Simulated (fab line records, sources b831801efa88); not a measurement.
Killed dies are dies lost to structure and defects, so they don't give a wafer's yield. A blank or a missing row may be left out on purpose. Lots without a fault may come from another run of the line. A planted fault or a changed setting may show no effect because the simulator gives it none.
Which tool did it? | flow sky130 | 7 lots, 21 wafers sampled, at 2 steps of a route of 708

WHAT THE GAUGES READ, wafer by wafer
SKY_NWELL_OVL_MEAS_23.
lot  | measured     | on         | NWELL_01_OVL (nm)
L183 | day 6 08:46  | overlay-01 | 0.3 0.1 -0.1
L185 | day 6 17:47  | overlay-01 | 1.4 3.4 1.5
L187 | day 7 08:49  | overlay-02 | -2.8 -3.6 -3.9
L190 | day 8 01:25  | overlay-02 | - - -
L198 | day 10 05:08 | overlay-02 | -2.2 -0.9 -2.6
L201 | day 10 19:38 | overlay-02 | -3.0 -1.8 -2.0
L203 | day 11 10:13 | overlay-01 | -1.1 1.4 -0.1

WHICH TOOL RAN EACH LOT (tool, then ch and the chambers of the sampled wafers, then the start)
lot  | SKY_NWELL_DEVELOP_22
L183 | litho_track-03 ch 0, day 6 08:00
L185 | litho_track-02 ch 0, day 6 17:00
L187 | litho_track-03 ch 0, day 7 08:00
L190 | litho_track-03 ch 0, day 8 01:00
L198 | litho_track-02 ch 0, day 10 04:00
L201 | litho_track-02 ch 0, day 10 19:00
L203 | litho_track-03 ch 0, day 11 10:00
- SKY_NWELL_DEVELOP_22: develop time 60 s.

THE ANSWER, worked out from the rows above alone
Rule: what is usual is taken from the lots themselves. Put in order of their means at a reading, lots are off if they are a third of the lots or fewer, leave a main group of 4 or more, and stand apart from it by a gap of 3 or more times the standard deviation of the main group's means; of several such gaps the widest counts. A main group whose means are all the same, to the digits that the tables above print for the reading, isn't used. A lot without any number at a reading at which 4 lots or more have one is off too. The other lots that the step has rows for count as sound.
Off: L190, at SKY_NWELL_OVL_MEAS_23 (NWELL_01_OVL). Without a number there: L190. The main group: mean -0.9 nm, standard deviation 1.8.
A tool fits if, at a process step before that reading, it ran every lot that is off, and no sound lot after the first of them. The gauges at SKY_NWELL_OVL_MEAS_23 are tried like those tools. None of those tried fits.

WHAT THE SIMULATOR HAD PUT IN
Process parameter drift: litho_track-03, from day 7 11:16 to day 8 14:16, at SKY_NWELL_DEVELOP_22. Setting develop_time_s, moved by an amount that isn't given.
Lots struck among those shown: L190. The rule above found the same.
